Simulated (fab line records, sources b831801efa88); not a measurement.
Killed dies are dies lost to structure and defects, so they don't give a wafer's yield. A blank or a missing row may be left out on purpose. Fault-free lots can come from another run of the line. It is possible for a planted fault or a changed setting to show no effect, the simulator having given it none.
fab line records | flow sky130
[record] lots = 14 wafers = 42 last-day = 50
route steps=708 shown METAL2@499 VIA2@524
lots untouched by any fault: they come from a run of this same line in which no faults occurred
start-h: hours from the record's first day to the start of the lot's first wafer shown | wait-h: hours since the lot's step before | " identical to the entry in the row above | L1.1+2: a row that stands for several wafers | - no value, or no start was given | * or withheld: withheld | < > ~ a bound
route shown NAME@n: a module of which the file shows steps, and the number in the route of the first | usual: mean and standard deviation over wafers with no fault | same: alike in all rows | chamber/n: place in a boat | sites: the reading at each site | _std_site: the values' standard deviation | _edge_site: inner sites' mean taken away from outer sites' mean | radius-mm: how far each site lies from the wafer's centre | mask NAME#n: copy n | behind: the tool/chamber that last shaped the wafer | hold: why the lot went on hold/how many hours it stayed there/how the hold came to an end | device: the transistor (n, p or np) that didn't switch | end of line: tests of these same wafers at the route's end | a step given without rows: its recipe and nothing more | killed: the dies lost at the first sort to structure and to defects; this is not the yield of the wafer | map: the dies of a wafer, with x for killed, . for not killed, _ for no die there
set.NAME: the setting as run; set.NAME@STEP: as run at that earlier step | model.NAME: the simulator's own value behind a step, which no gauge read
one table for each step of the route and one row for each wafer, over a sample of lots
[[steps]]
[step SKY_METAL2_OVL_MEAS_16]
[usual] METAL2_OVL = 4/5.7
// columns lot.wafer tool chamber start-h wait-h METAL2_OVL[nm]
L677.2 overlay-02 - 833.00 0.1 -1
L677.3 " - " " 7
L677.4 " - " " 3
L679.2 overlay-02 - 850.52 0.1 2
L679.3 " - " " 6
L679.6 " - " " 0
L680.2 overlay-01 - 852.30 0.1 6
L680.3 " - " " 9
L680.5 " - " " 3
L685.1 overlay-02 - 884.52 0.1 3
L685.3 " - " " 5
L685.5 " - " " 5
L686.2 overlay-01 - 895.70 0.1 7
L686.4 " - " " 11
L686.6 " - " " 12
L690.1 overlay-02 - 923.80 0.1 3
L690.2 " - " " 19
L690.5 " - " " 4
L691.2 overlay-01 - 927.55 0.1 11
L691.4 " - " " 20
L691.6 " - " " 20
L692.1 overlay-01 - 937.30 0.1 1
L692.2 " - " " -3
L692.4 " - " " 6
L693.1 overlay-02 - 942.67 0.1 2
L693.3 " - " " 4
L693.6 " - " " 1
L694.1 overlay-02 - 960.42 0.1 -10
L694.2 " - " " 5
L694.5 " - " " 0
L695.2 overlay-02 - 966.09 0.1 5
L695.5 " - " " -5
L695.6 " - " " 6
L696.1 overlay-02 - 966.37 0.1 11
L696.5 " - " " 13
L696.6 " - " " 1
L698.2 overlay-01 - 976.97 0.1 -8
L698.4 " - " " 4
L698.5 " - " " -6
L699.1 overlay-01 - 986.68 0.1 -2
L699.5 " - " " 2
L699.6 " - " " -5
[step SKY_VIA2_STRIP_17]
[recipe] chemistry = post-etch-residue-remover time-s = 1200 temp-c = 72.5
[usual] bath-guard-temp-C = 72.8/0.64 bath-heat-duty-pct = 14.9/2
// columns lot.wafer tool chamber start-h wait-h bath-guard-temp-C bath-heat-duty-pct
L677.2 wet-bench-04 0 860.92 0.1 73.9 13.6
L677.3 " 0 " " 73.8 13.9
L677.4 " 0 " " 73.8 15.0
L679.2 wet-bench-04 1 879.24 0.1 - -
L679.3 " 1 " " - -
L679.6 " 1 " " - -
L680.2 wet-bench-04 2 879.87 0.1 - -
L680.3 " 2 " " - -
L680.5 " 2 " " - -
L685.1 wet-bench-03 1 911.22 0.1 72.7 18.7
L685.3 " 1 " " 72.6 18.8
L685.5 " 1 " " 72.4 17.4
L686.2 wet-bench-02 1 922.79 0.1 72.0 15.2
L686.4 " 1 " " 71.9 13.6
L686.6 " 1 " " 72.1 14.4
L690.1 wet-bench-02 2 949.84 0.1 72.8 16.4
L690.2 " 2 " " 72.8 16.5
L690.5 " 2 " " 72.7 14.8
L691.2 wet-bench-03 0 954.17 0.1 73.1 13.5
L691.4 " 0 " " 73.3 14.2
L691.6 " 0 " " 73.1 15.2
L692.1 wet-bench-04 0 963.14 0.1 73.7 13.6
L692.2 " 0 " " 73.5 14.1
L692.4 " 0 " " 73.5 14.5
L693.1 wet-bench-02 1 968.34 0.1 72.0 13.4
L693.3 " 1 " " 72.0 12.6
L693.6 " 1 " " 72.0 12.4
L694.1 wet-bench-02 1 986.09 0.1 71.9 14.5
L694.2 " 1 " " 71.9 14.4
L694.5 " 1 " " 72.0 14.7
L695.2 wet-bench-04 3 991.22 0.1 73.0 11.8
L695.5 " 3 " " 73.0 12.4
L695.6 " 3 " " 72.6 11.0
L696.1 wet-bench-03 2 991.77 0.1 73.4 17.7
L696.5 " 2 " " 73.2 16.8
L696.6 " 2 " " 73.8 17.6
L698.2 wet-bench-04 0 1002.47 0.1 73.3 14.5
L698.4 " 0 " " 73.4 14.5
L698.5 " 0 " " 73.8 14.0
L699.1 wet-bench-03 1 1011.47 0.1 72.5 17.2
L699.5 " 1 " " 72.4 16.5
L699.6 " 1 " " 72.3 18.5
[step SKY_VIA2_RS_MEAS_22]
[recipe] thk-meas-gauge = four-point-probe reads = W_of_VIA2_CVD_21+TiN_of_VIA2_SPUTTER_20
[usual] VIA2_W_RS = 0.271/0.0046
// columns lot.wafer tool chamber start-h wait-h VIA2_W_RS[ohm/sq]
L677.2 film-metro-01 - 861.62 0.1 0.272
L677.3 " - " " 0.271
L677.4 " - " " 0.277
L679.2 film-metro-03 - 879.94 0.1 0.265
L679.3 " - " " 0.266
L679.6 " - " " 0.273
L680.2 film-metro-01 - 880.71 0.2 0.270
L680.3 " - " " 0.266
L680.5 " - " " 0.270
L685.1 film-metro-02 - 911.91 0.1 0.272
L685.3 " - " " 0.264
L685.5 " - " " 0.274
L686.2 film-metro-02 - 923.53 0.1 0.271
L686.4 " - " " 0.269
L686.6 " - " " 0.274
L690.1 film-metro-01 - 950.52 0.1 0.271
L690.2 " - " " 0.271
L690.5 " - " " 0.276
L691.2 film-metro-01 - 954.90 0.1 0.272
L691.4 " - " " 0.272
L691.6 " - " " 0.270
L692.1 film-metro-01 - 963.82 0.1 0.274
L692.2 " - " " 0.273
L692.4 " - " " 0.274
L693.1 film-metro-02 - 969.02 0.1 0.270
L693.3 " - " " 0.270
L693.6 " - " " 0.271
L694.1 film-metro-03 - 986.77 0.1 0.272
L694.2 " - " " 0.273
L694.5 " - " " 0.270
L695.2 film-metro-03 - 991.93 0.1 0.267
L695.5 " - " " 0.270
L695.6 " - " " 0.268
L696.1 film-metro-03 - 992.46 0.1 0.273
L696.5 " - " " 0.268
L696.6 " - " " 0.279
L698.2 film-metro-01 - 1003.32 0.2 0.277
L698.4 " - " " 0.277
L698.5 " - " " 0.280
L699.1 film-metro-02 - 1012.16 0.1 0.274
L699.5 " - " " 0.273
L699.6 " - " " 0.275
[step SKY_VIA2_THK_MEAS_23]
[recipe] thk-meas-gauge = xrf reads = W_of_VIA2_CVD_21
[usual] VIA2_W_THK = 432/8.2
// columns lot.wafer tool chamber start-h wait-h VIA2_W_THK[nm]
L677.2 film-metro-01 - 861.73 0.1 433
L677.3 " - " " 433
L677.4 " - " " 423
L679.2 film-metro-03 - 880.05 0.1 440
L679.3 " - " " 442
L679.6 " - " " 428
L680.2 film-metro-01 - 880.82 0.1 430
L680.3 " - " " 437
L680.5 " - " " 435
L685.1 film-metro-02 - 912.03 0.1 426
L685.3 " - " " 444
L685.5 " - " " 426
L686.2 film-metro-02 - 923.64 0.1 430
L686.4 " - " " 430
L686.6 " - " " 429
L690.1 film-metro-01 - 950.64 0.1 441
L690.2 " - " " 438
L690.5 " - " " 429
L691.2 film-metro-01 - 955.01 0.1 436
L691.4 " - " " 440
L691.6 " - " " 441
L692.1 film-metro-01 - 963.94 0.1 431
L692.2 " - " " 435
L692.4 " - " " 430
L693.1 film-metro-02 - 969.14 0.1 430
L693.3 " - " " 434
L693.6 " - " " 432
L694.1 film-metro-03 - 986.89 0.1 424
L694.2 " - " " 427
L694.5 " - " " 427
L695.2 film-metro-03 - 992.04 0.1 433
L695.5 " - " " 424
L695.6 " - " " 431
L696.1 film-metro-03 - 992.58 0.1 424
L696.5 " - " " 434
L696.6 " - " " 414
L698.2 film-metro-01 - 1003.43 0.1 424
L698.4 " - " " 421
L698.5 " - " " 417
L699.1 film-metro-02 - 1012.28 0.1 431
L699.5 " - " " 430
L699.6 " - " " 426
[[key]]
[first-sign] step = SKY_VIA2_STRIP_17 reading = tool-record direction = missing
effect none on later readings
met-at SKY_VIA2_STRIP_17
struck-lots L679,L680
sort-left-out L679.2,L679.3,L679.6,L680.2,L680.3,L680.5
not-acting-at SKY_METAL2_OVL_MEAS_16,SKY_VIA2_RS_MEAS_22,SKY_VIA2_THK_MEAS_23
onset-between 860.92 879.24
[fault] kind = skipped-step-whole tool = wet-bench-04 chamber = - onset-h = 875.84 steps = SKY_VIA2_STRIP_17 scope = struck-lots-only
// sort-left-out: the simulated sort isn't trusted on such a fault, so these wafers' sort isn't shown, and their yield isn't known
